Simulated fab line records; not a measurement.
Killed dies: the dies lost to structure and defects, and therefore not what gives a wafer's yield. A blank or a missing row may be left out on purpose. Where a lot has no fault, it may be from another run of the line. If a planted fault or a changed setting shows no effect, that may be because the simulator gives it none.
Which of the tools did it? ; flow sky130 ; 6 lots with 18 wafers sampled at 2 steps, on a route of 708 steps

== WHAT EACH GAUGE READ, for each wafer ==
SKY_VT_ADJUST_LVTN_TW_MEAS_21.
lot;measured;on;VT_ADJUST_LVTN_2_TW
L897;day 8 10:45;filmMetro-01;187.1 187.3 187.0
L901;day 9 10:27;filmMetro-04;187.4 187.3 187.9
L903;day 10 01:56;filmMetro-04;187.8 186.9 188.0
L906;day 10 14:58;filmMetro-02;188.9 189.4 189.1
L911;day 12 10:32;filmMetro-01;187.1 186.4 186.8
L913;day 13 00:40;filmMetro-04;163.5 162.9 162.1 163.5 162.7 163.8

== WHAT TOOL EACH LOT RAN ON (gives the tool, then ch and the chambers of the sampled wafers, and finally the start) ==
lot;SKY_VT_ADJUST_LVTN_IMPLANT_19
L897;implanter-01 ch 0, day 8 10:33
L901;implanter-01 ch 0, day 9 10:13
L903;implanter-02 ch 0, day 10 01:42
L906;implanter-01 ch 0, day 10 14:44
L911;implanter-02 ch 0, day 12 10:18
L913;implanter-01 ch 0, day 13 00:28
- SKY_VT_ADJUST_LVTN_IMPLANT_19

== THE ANSWER, worked out from the rows above alone ==
Rule: the lots themselves supply what counts as usual. The widest of any qualifying gaps counts: lots, ordered by their means at a reading, are off when they make up no more than a third of the lots, leave a main group of 4 or more, and stand apart from it by 3 or more times the standard deviation of that group's means. If all means in a main group match to the digits the tables above print for the reading, that group is not used. A lot without any number at a reading at which 4 lots or more have one is off too. The other lots that the step has rows for count as sound.
Off: L913, at SKY_VT_ADJUST_LVTN_TW_MEAS_21 (VT_ADJUST_LVTN_2_TW). Mean 187.6 and standard deviation 0.81 in the main group.
A tool fits if, at a process step before that reading, it ran every lot that is off, and no sound lot after the first of them. The gauges at SKY_VT_ADJUST_LVTN_TW_MEAS_21 are tried like those tools. This does not decide it: 2 tools fit, namely implanter-01 at SKY_VT_ADJUST_LVTN_IMPLANT_19 and filmMetro-04 at SKY_VT_ADJUST_LVTN_TW_MEAS_21.

== WHAT WAS PUT IN BY THE SIMULATOR ==
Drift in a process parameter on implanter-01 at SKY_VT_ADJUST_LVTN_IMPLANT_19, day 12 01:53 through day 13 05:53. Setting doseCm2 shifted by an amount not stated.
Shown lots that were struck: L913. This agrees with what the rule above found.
